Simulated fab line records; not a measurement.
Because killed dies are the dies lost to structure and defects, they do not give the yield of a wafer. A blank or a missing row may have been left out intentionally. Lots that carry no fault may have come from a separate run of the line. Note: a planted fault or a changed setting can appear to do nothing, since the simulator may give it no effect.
2 desks looking at one fault ; flow sky130 ; numbers are kept per desk, each desk with only its own; the story behind them comes last

== AT THE METROLOGY DESK ==
Lot by lot, what the gauges showed, no matter which tool ran the lot: averages of those sampled wafers that carry a number. The brackets show how far a lot's mean lies from the usual mean; more than 4 standard deviations puts the lot out of limits, marked OUT.
Columns: A = PASSIVATION_CVD_00_THK at SKY_PASSIVATION_THK_MEAS_01, usual 89.8 nm
lot;first seen here;A
L328;day 45 13:05;89.3
L329;day 45 21:33;90.8
L331;day 46 21:04;89.5
L332;day 47 00:34;92.4
L333;day 47 03:04;90.0
L334;day 47 06:17;87.9
L335;day 47 16:32;89.1
L336;day 47 22:08;88.8
L339;day 48 17:07;89.9
L340;day 49 00:04;90.4
L342;day 49 03:04;90.3
L341;day 49 03:57;90.0
L350;day 50 17:43;88.3
L351;day 50 21:28;89.8
This desk's finding: nothing out of limits on any of the 14 lots.

== DESK OF THE TOOL OWNER: rie metal-01 ==
The tool's own readings at SKY_METAL5_METAL_ETCH_15 (etches the open film in Cl2/BCl3, stops on SiO2, target depth 1260 nm, time 252 s): means of the sampled wafers that have a number, for each lot that ran on this tool. The brackets show how far a lot's mean lies from the usual mean; more than 4 standard deviations puts the lot out of limits, marked OUT.
Columns: A = drypump motor current A at SKY_METAL5_METAL_ETCH_15, usual 5.6 A; B = oes product au at SKY_METAL5_METAL_ETCH_15, usual 0.894 a.u.; C = throttle valve pct at SKY_METAL5_METAL_ETCH_15, usual 22.264 %
lot;first seen here;A;B;C
L328;day 45 12:11;5.6;0.894;22.260
L331;day 46 20:13;5.6;0.897;22.271
L333;day 47 02:11;5.8;0.891;22.256
L335;day 47 15:41;5.6;0.890;22.258
L336;day 47 21:17;5.6;0.893;22.253
L340;day 48 23:11;5.1;0.898;22.255
L341;day 49 03:10;5.3;0.893;22.268
L350;day 50 16:38;5.1;0.838 (-11) OUT;22.268
L351;day 50 20:35;5.6;0.866 (-5.7) OUT;22.260
This desk's verdict: out of limits on L350, L351, starting with L350 at day 50 16:38 (oes product au at SKY_METAL5_METAL_ETCH_15). In limits: L328, L331, L333, L335, L336, L340, L341.

== BROUGHT TOGETHER ==
The tool owner's desk had the chance to raise an alarm at day 50 16:38 on L350, L351.
Nothing out of limits was seen by the metrology desk.
The metrology desk holds a record of L350, L351, inside its limits.
On rie metal-01, each named lot ran SKY_METAL5_METAL_ETCH_15.

== WHAT HAD BEEN PUT IN BY THE SIMULATOR ==
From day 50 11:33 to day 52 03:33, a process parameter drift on rie metal-01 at SKY_METAL5_METAL_ETCH_15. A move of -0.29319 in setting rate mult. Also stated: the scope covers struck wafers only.
Struck lots among those shown: L350, L351.
Hours from the fault's start to each desk's first reading out of limits: the tool owner's desk, 5.
